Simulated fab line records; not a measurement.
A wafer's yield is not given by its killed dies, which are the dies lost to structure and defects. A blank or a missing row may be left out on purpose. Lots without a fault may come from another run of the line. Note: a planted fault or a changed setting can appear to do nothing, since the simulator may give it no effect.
Code-filled problem report in 8D (eight disciplines) form | flow sky130 | the parts of the form that need people (team, actions taken, sign-off) are left out

## 1. PROBLEM STATEMENT
Wafers without a fault read 800 C, standard deviation 0.068; tube center temp C at SKY_GATE_OXIDE_OXIDATION_16 reads a mean of 787 C on 9 wafers belonging to 3 lots. That is -99 or more standard deviations from the usual mean.
The step: stabilise 600 s, purge 300 s, target thk 3.57 nm.
The first sign was on wafer L954.1 at day 17 11:56, on furnace-01. At this step, 21 wafers from 7 lots have a number in the record. Rule for "out", or "out of limits": more than 4 standard deviations from the usual mean. All remaining wafers that have a number are taken as sound.

## 2. WHAT THIS IS AND IS NOT
question                    | is                                                                                                | is not
which readings at this step | tube center temp C, spike tc centre C, spike tc lower C, spike tc upper C, tube_center_temp_C_max | zone power centre pct, zone power lower pct
which lots                  | L954, L955, L957                                                                                  | L948, L952, L956, L966
which wafers of those lots  | all that have a number                                                                            | -
read on which tools         | furnace-01                                                                                        | furnace-02
when                        | from day 17 11:56                                                                                 | up to then (6 sound wafers); but 6 sound wafers of L956, L966 came after

## 3. THE SUSPECTS, EACH WITH WHAT RULES IT OUT
Counting: a tool at any process step up to the reading remains a suspect when it ran all the lots that are out and ran no sound lot after the first of those.
- furnace-01 at SKY_GATE_OXIDE_OXIDATION_16 (stabilise 600 s, purge 300 s, target thk 3.57 nm): kept. Every lot that is out went through it, starting with L954 (day 17 11:56), and after that it ran no sound lot; the last sound lot it ran before then is L952 (day 17 01:58). Out on those wafers are its own readings of spike tc centre C, spike tc lower C, spike tc upper C, tube center temp C, tube_center_temp_C_max.
The count leaves furnace-01 at SKY_GATE_OXIDE_OXIDATION_16.

## 4. THE CAUSE (what the simulator had put in)
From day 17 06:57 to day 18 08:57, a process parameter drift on furnace-01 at SKY_GATE_OXIDE_OXIDATION_16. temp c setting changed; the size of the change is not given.
The count eliminated every tool but this one.

## 5. THE CHAIN OF EFFECTS, in route order
Each row: a reading whose mean over the struck wafers that have a number lies more than 3 standard deviations from the usual. Only readings whose record carries a usual standard deviation are examined. hours: median over the lots of the time between each lot's start at the first step of this table that gives one and its start at this step. sigmas: the change, counted in usual standard deviations.
hours | step                        | reading                | usual   | on struck wafers | change | sigmas
0     | SKY_GATE_OXIDE_OXIDATION_16 | spike tc centre C      | 799.6 C | 787.5            | -12.1  | -10
0     | SKY_GATE_OXIDE_OXIDATION_16 | spike tc lower C       | 800.3 C | 787.3            | -13.0  | -14
0     | SKY_GATE_OXIDE_OXIDATION_16 | spike tc top C         | 817.0 C | 806.8            | -10.2  | -4.1
0     | SKY_GATE_OXIDE_OXIDATION_16 | spike tc upper C       | 799.4 C | 786.3            | -13.1  | -12
0     | SKY_GATE_OXIDE_OXIDATION_16 | tube center temp C     | 800 C   | 787              | -13    | -99 or more
0     | SKY_GATE_OXIDE_OXIDATION_16 | tube_center_temp_C_max | 802.1   | 789.6            | -12.5  | -37
Its process steps:
- SKY_GATE_OXIDE_OXIDATION_16: stabilise 600 s, purge 300 s, target thk 3.57 nm.

## 6. WHAT WOULD HAVE CAUGHT IT SOONER
5 hours passed between the start of the fault at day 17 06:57 and the first reading out of limits in this record, taken at day 17 11:56.
